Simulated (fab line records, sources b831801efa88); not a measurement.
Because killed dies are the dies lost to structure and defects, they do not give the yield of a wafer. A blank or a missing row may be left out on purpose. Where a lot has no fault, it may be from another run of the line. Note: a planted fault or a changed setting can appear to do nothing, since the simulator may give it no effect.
Commonality check across tools | flow sky130 | 13 lots and 39 wafers in the sample

== WHY THIS WAS OPENED ==
At SKY_METAL4_CD_MEAS_13 the reading cd-nm is flagged on 3 of 13 lots. Fault-free wafers read 300.0 nm, with a standard deviation of 1.6.
Rule: flag the lot when none of its wafers has a number, or when each of its wafers that has one lies beyond 4 standard deviations from that mean. All remaining lots are regarded as sound.

lot  | measured     | on        | cd-nm (nm), wafer by wafer | flag
L559 | day 41 23:40 | cd-sem-01 | 300.7 300.9 300.6          |
L560 | day 41 23:52 | cd-sem-02 | 301.5 302.2 302.6          |
L561 | day 42 17:44 | cd-sem-02 | 299.9 301.3 300.2          |
L562 | day 42 20:31 | cd-sem-02 | 299.3 298.9 298.2          |
L568 | day 44 03:35 | cd-sem-02 | 318.0 317.0 317.8          | FLAGGED
L570 | day 44 03:43 | cd-sem-02 | 301.6 301.5 301.1          |
L569 | day 44 17:05 | cd-sem-01 | 314.1 313.0 312.4          | FLAGGED
L572 | day 45 14:16 | cd-sem-02 | 311.7 310.8 310.9          | FLAGGED
L575 | day 46 03:40 | cd-sem-02 | 298.6 299.7 298.2          |
L577 | day 46 11:35 | cd-sem-01 | 295.6 296.6 296.8          |
L578 | day 47 07:58 | cd-sem-01 | 301.7 301.9 301.1          |
L579 | day 47 12:37 | cd-sem-02 | 298.2 298.5 297.2          |
L582 | day 47 18:24 | cd-sem-01 | 298.2 298.9 297.1          |
The mean of the flagged lots' numbers is 314.0 nm, +14.0 nm from the usual (+9 standard deviations).

== WHICH TOOL RAN EACH LOT ==
Before the reading, the record contains 2 process steps out of a 708-step route. Each cell gives the tool, then ch followed by the chambers the sampled wafers passed through, then the start.
lot  | flag    | SKY_METAL4_SPUTTER_01        | SKY_METAL4_EXPOSE_10
L559 |         | pvd-sputter-01, day 39 21:31 | krf-scanner-01 ch 0, day 41 11:37
L560 |         | pvd-sputter-03, day 39 21:52 | krf-scanner-02 ch 0, day 41 12:27
L561 |         | pvd-sputter-01, day 40 17:49 | krf-scanner-02 ch 0, day 42 05:59
L562 |         | pvd-sputter-03, day 40 19:58 | krf-scanner-02 ch 0, day 42 08:53
L568 | FLAGGED | pvd-sputter-03, day 42 06:13 | krf-scanner-01 ch 0, day 43 17:20
L570 |         | pvd-sputter-03, day 42 06:35 | krf-scanner-02 ch 0, day 43 17:34
L569 | FLAGGED | pvd-sputter-03, day 42 18:31 | krf-scanner-01 ch 0, day 44 05:17
L572 | FLAGGED | pvd-sputter-01, day 43 16:31 | krf-scanner-01 ch 0, day 45 02:25
L575 |         | pvd-sputter-01, day 44 07:22 | krf-scanner-02 ch 0, day 45 17:59
L577 |         | pvd-sputter-02, day 44 16:22 | krf-scanner-02 ch 0, day 46 00:38
L578 |         | pvd-sputter-01, day 45 14:37 | krf-scanner-02 ch 0, day 46 21:16
L579 |         | pvd-sputter-02, day 45 18:50 | krf-scanner-02 ch 0, day 47 01:44
L582 |         | pvd-sputter-01, day 46 01:12 | krf-scanner-02 ch 0, day 47 09:23
What the steps here do:
- SKY_METAL4_SPUTTER_01: material TiN, target thk 20 nm, time 16.7 s.
- SKY_METAL4_EXPOSE_10: exposes mask MM4, target cd 300 nm.
- SKY_METAL4_CD_MEAS_13: target cd 300 nm.

== FLAGGED OVER TOTAL, TOOL BY TOOL (the gauges that took the reading come last) ==
step                  | tool           | lots run | flagged | share of the flagged lots | sound lots run after its first flagged lot
SKY_METAL4_SPUTTER_01 | pvd-sputter-01 | 6        | 1       | some                      | 3 (L575,L578,L582)
SKY_METAL4_SPUTTER_01 | pvd-sputter-02 | 2        | 0       | none                      | -
SKY_METAL4_SPUTTER_01 | pvd-sputter-03 | 5        | 2       | some                      | 1 (L570)
SKY_METAL4_EXPOSE_10  | krf-scanner-01 | 4        | 3       | all                       | 0
SKY_METAL4_EXPOSE_10  | krf-scanner-02 | 9        | 0       | none                      | -
SKY_METAL4_CD_MEAS_13 | cd-sem-01      | 5        | 1       | some                      | 3 (L577,L578,L582)
SKY_METAL4_CD_MEAS_13 | cd-sem-02      | 8        | 2       | some                      | 3 (L570,L575,L579)

== WHAT THE TABLE PERMITS ==
In the table, 1 row covers all flagged lots: krf-scanner-01 at SKY_METAL4_EXPOSE_10.
- krf-scanner-01 at SKY_METAL4_EXPOSE_10 ran 4 lots, 3 of them flagged. Last sound lot L559 at day 41 11:37, first flagged lot L568 at day 43 17:20; a fault beginning in between fits. Its own readings lie more than 4 standard deviations out on every wafer of the flagged lots: exposure-dose-mJ-cm2.
Just one tool remains: krf-scanner-01 at SKY_METAL4_EXPOSE_10.

== WHAT THE SIMULATOR HAD INSERTED ==
Process parameters drifting: krf-scanner-01 at SKY_METAL4_EXPOSE_10, beginning at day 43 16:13. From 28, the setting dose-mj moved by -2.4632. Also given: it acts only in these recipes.
Struck lots among those shown: L568, L569, L572. This agrees with what the rule above found.
